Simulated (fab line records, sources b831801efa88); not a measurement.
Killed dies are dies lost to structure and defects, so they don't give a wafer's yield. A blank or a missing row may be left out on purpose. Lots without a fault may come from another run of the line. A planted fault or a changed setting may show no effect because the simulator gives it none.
One fault seen from 2 desks | flow sky130 | each desk has only its own numbers; what lay behind them comes last

THE TOOL OWNER'S DESK: implanter-01
The tool's own readings at SKY_LDD_HVN_IMPLANT_08: means of the sampled wafers that have a number, for each lot that ran on this tool. A lot is out of limits, marked OUT, if its mean lies more than 4 standard deviations from the usual mean; the brackets give that distance.
Columns: A = dose_ions_cm2 at SKY_LDD_HVN_IMPLANT_08, usual 3e+13
lot  | first seen here | A
L420 | day 19 20:45    | 3e+13
L421 | day 20 00:00    | 3e+13
L426 | day 21 22:07    | 3e+13
L431 | day 23 17:25    | 3e+13
L432 | day 24 01:58    | 3e+13
L435 | day 25 03:37    | 3e+13
L443 | day 27 20:32    | 3e+13
This desk's finding: nothing out of limits on any of the 7 lots.

THE METROLOGY DESK
What the gauges read, lot by lot, whatever tool the lot ran on: means of the sampled wafers that have a number. A lot is out of limits, marked OUT, if its mean lies more than 4 standard deviations from the usual mean; the brackets give that distance.
Columns: A = LDD_HVN_TW at SKY_LDD_HVN_TW_MEAS_10, usual 1445
lot  | first seen here | A
L420 | day 19 20:58    | 1458
L421 | day 20 00:15    | 1431
L422 | day 20 05:43    | 1426
L423 | day 20 22:40    | 1443
L424 | day 21 08:38    | 1443
L425 | day 21 16:39    | 1442
L426 | day 21 22:22    | 1461
L431 | day 23 17:40    | 1437
L432 | day 24 02:13    | 1410
L435 | day 25 03:49    | 1368 (-7.8) OUT
L438 | day 26 05:14    | 1429
L440 | day 27 05:14    | 1445
L441 | day 27 17:41    | 1437
L442 | day 27 19:22    | 1442
L443 | day 27 20:46    | 1451
This desk's finding: out of limits on L435; first on L435, day 25 03:49 (LDD_HVN_TW at SKY_LDD_HVN_TW_MEAS_10). In limits: L420, L421, L422, L423, L424, L425, L426, L431, L432, L438, L440, L441, L442, L443.

PUT TOGETHER
The metrology desk could have raised an alarm at day 25 03:49, on L435.
The tool owner's desk saw nothing out of limits.
The tool owner's desk has L435 on record, within its limits.
Of the lots named, all ran SKY_LDD_HVN_IMPLANT_08 on implanter-01.

WHAT THE SIMULATOR HAD PUT IN
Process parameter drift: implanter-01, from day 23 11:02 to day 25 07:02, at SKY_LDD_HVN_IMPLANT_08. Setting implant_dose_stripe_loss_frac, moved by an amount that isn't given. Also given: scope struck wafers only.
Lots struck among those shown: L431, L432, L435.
Hours from the fault's start to each desk's first reading out of limits: the metrology desk, 41.
